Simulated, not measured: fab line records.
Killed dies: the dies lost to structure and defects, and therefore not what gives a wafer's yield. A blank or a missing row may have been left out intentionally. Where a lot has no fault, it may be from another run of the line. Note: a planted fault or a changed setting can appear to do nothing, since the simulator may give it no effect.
Problem report in the 8D (eight disciplines) form, filled by code | flow gf180mcu | the parts of the form that need people (team, actions taken, sign-off) are left out

== 1. THE ISSUE ==
Across 6 wafers from 2 lots, VT_IMPLANT_TW at GF_VT_IMPLANT_TW_MEAS_10 averages 687, while fault-free wafers read 564 with a standard deviation of 3.9. That is +31 standard deviations from the usual mean.
First observed at day 8 23:31: wafer L126.2, on filmMetro-04. The record holds 39 wafers of 13 lots with a number at this step. By rule, "out" or "out of limits" means more than 4 standard deviations away from the usual mean. The rest of the wafers with a number are treated as sound.

== 2. WHAT IT IS, WHAT IT ISN'T ==
question                    | is                     | is not
which readings at this step | VT_IMPLANT_TW          | -
which lots                  | L126, L129             | L113, L114, L115, L116, L117, L119, L121, L124, L128, L135, L136
which wafers of those lots  | all that have a number | -
read on which gauges        | filmMetro-04           | filmMetro-01, filmMetro-02
when                        | from day 8 23:31       | up to then (24 sound wafers); but 9 sound wafers of L128, L135, L136 came after

== 3. THE SUSPECTS, EACH WITH WHAT RULES IT OUT ==
Counting: a tool at any process step up to the reading remains a suspect when it ran all the lots that are out and ran no sound lot after the first of those.
- the gauge at GF_VT_IMPLANT_TW_MEAS_10 has been ruled out. All the wafers that are out were read on filmMetro-04, but those of them that GF_VT_IMPLANT_IMPLANT_08 has rows for are out there too, on other tools.
- implanter-01 at GF_VT_IMPLANT_IMPLANT_08: kept. It processed each lot that is out, first L126 at day 8 23:16, and no sound lot thereafter; up to then, the last sound lot it processed was L121 at day 7 20:19. On those wafers its own readings are out: doseIonsCm2, faradayCurrentUA.
Left after counting: implanter-01 at GF_VT_IMPLANT_IMPLANT_08.

== 4. THE CAUSE (what the simulator had put in) ==
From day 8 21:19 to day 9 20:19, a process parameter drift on implanter-01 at GF_VT_IMPLANT_IMPLANT_08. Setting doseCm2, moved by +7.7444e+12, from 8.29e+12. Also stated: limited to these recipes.
The count eliminated every tool but this one.

== 5. THE EFFECT CHAIN, in route order ==
One row per reading whose mean, taken over the struck wafers that have a number, lies over 3 standard deviations from the usual. Only readings whose record carries a usual standard deviation are examined. hours: median over the lots of the time between each lot's start at the first step of this table that gives one and its start at this step. sigmas: the change, counted in usual standard deviations.
hours | step                     | reading          | usual    | on struck wafers | change    | sigmas
0     | GF_VT_IMPLANT_IMPLANT_08 | doseIonsCm2      | 8.29e+12 | 1.60e+13         | +7.74e+12 | +99 or more
0     | GF_VT_IMPLANT_IMPLANT_08 | faradayCurrentUA | 46.8     | 90.2             | +43.4     | +46
0     | GF_VT_IMPLANT_TW_MEAS_10 | VT_IMPLANT_TW    | 564      | 687              | +123      | +31
The process steps in it:
- GF_VT_IMPLANT_IMPLANT_08

== 6. WHAT WOULD HAVE CAUGHT IT SOONER ==
In this record the first reading out of limits at a measuring or inspecting step was taken at day 8 23:31, 2 hours after the fault began at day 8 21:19.
Tool's own readings at GF_VT_IMPLANT_IMPLANT_08, doseIonsCm2, faradayCurrentUA: out on all struck wafers the step has rows for; an alarm limit on them would have tripped on the first.
Of the lots that are out (2), L129 began GF_VT_IMPLANT_IMPLANT_08 on implanter-01 after day 8 23:31. A hold on the tool at that time would have spared it.
